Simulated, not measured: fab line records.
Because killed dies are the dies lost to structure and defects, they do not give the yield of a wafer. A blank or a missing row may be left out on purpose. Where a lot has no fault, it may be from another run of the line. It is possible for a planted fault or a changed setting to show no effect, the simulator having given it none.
Chamber matching / flow gf180mcu / rieDiel-03 running GF_V1_ETCH_16: 4 sister chambers
The step etches BARC in N2/H2. 4 wafers are shown with their chamber, then 8 later ones without.

## WAFERS, EACH WITH ITS CHAMBER
wafer=L091.2; chamber=3; drypumpMotorCurrentA (A)=5.7
wafer=L091.3; chamber=1; drypumpMotorCurrentA (A)=5.6
wafer=L091.6; chamber=0; drypumpMotorCurrentA (A)=5.3
wafer=L092.3; chamber=2; drypumpMotorCurrentA (A)=6.5

## WAFERS WHOSE CHAMBER IS MISSING
wafer=L092.5; drypumpMotorCurrentA (A)=6.4
wafer=L092.6; drypumpMotorCurrentA (A)=5.6
wafer=L096.1; drypumpMotorCurrentA (A)=6.4
wafer=L096.2; drypumpMotorCurrentA (A)=5.3
wafer=L096.3; drypumpMotorCurrentA (A)=5.6
wafer=L096.4; drypumpMotorCurrentA (A)=6.4
wafer=L096.5; drypumpMotorCurrentA (A)=5.6
wafer=L096.6; drypumpMotorCurrentA (A)=5.3

## WHICH CHAMBER EACH ONE RAN IN
wafer=L092.5; from the rows above=2; in truth=2
wafer=L092.6; from the rows above=can't be placed: 1 or 3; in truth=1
wafer=L096.1; from the rows above=2; in truth=2
wafer=L096.2; from the rows above=0; in truth=0
wafer=L096.3; from the rows above=can't be placed: 1 or 3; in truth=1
wafer=L096.4; from the rows above=2; in truth=2
wafer=L096.5; from the rows above=can't be placed: 1 or 3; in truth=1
wafer=L096.6; from the rows above=0; in truth=0
Placed correctly: 5 of 8. From these rows, 3 cannot be placed; in 3 the true chamber is one of the candidates. Wrongly placed: 0.
How it was worked out, from the rows above alone: a wafer's distance from a chamber is the root of the sum, over the readings, of the square of ((its reading less the chamber's mean) divided by the reading's scatter). The wafer belongs to the nearest chamber; if the next one is less than 2 further off, it can't be placed. A chamber's mean is the mean of its shown wafers. The scatter (one wafer shown for each chamber): square how far every hidden wafer sits from the nearest shown wafer, average those squares and take the square root.
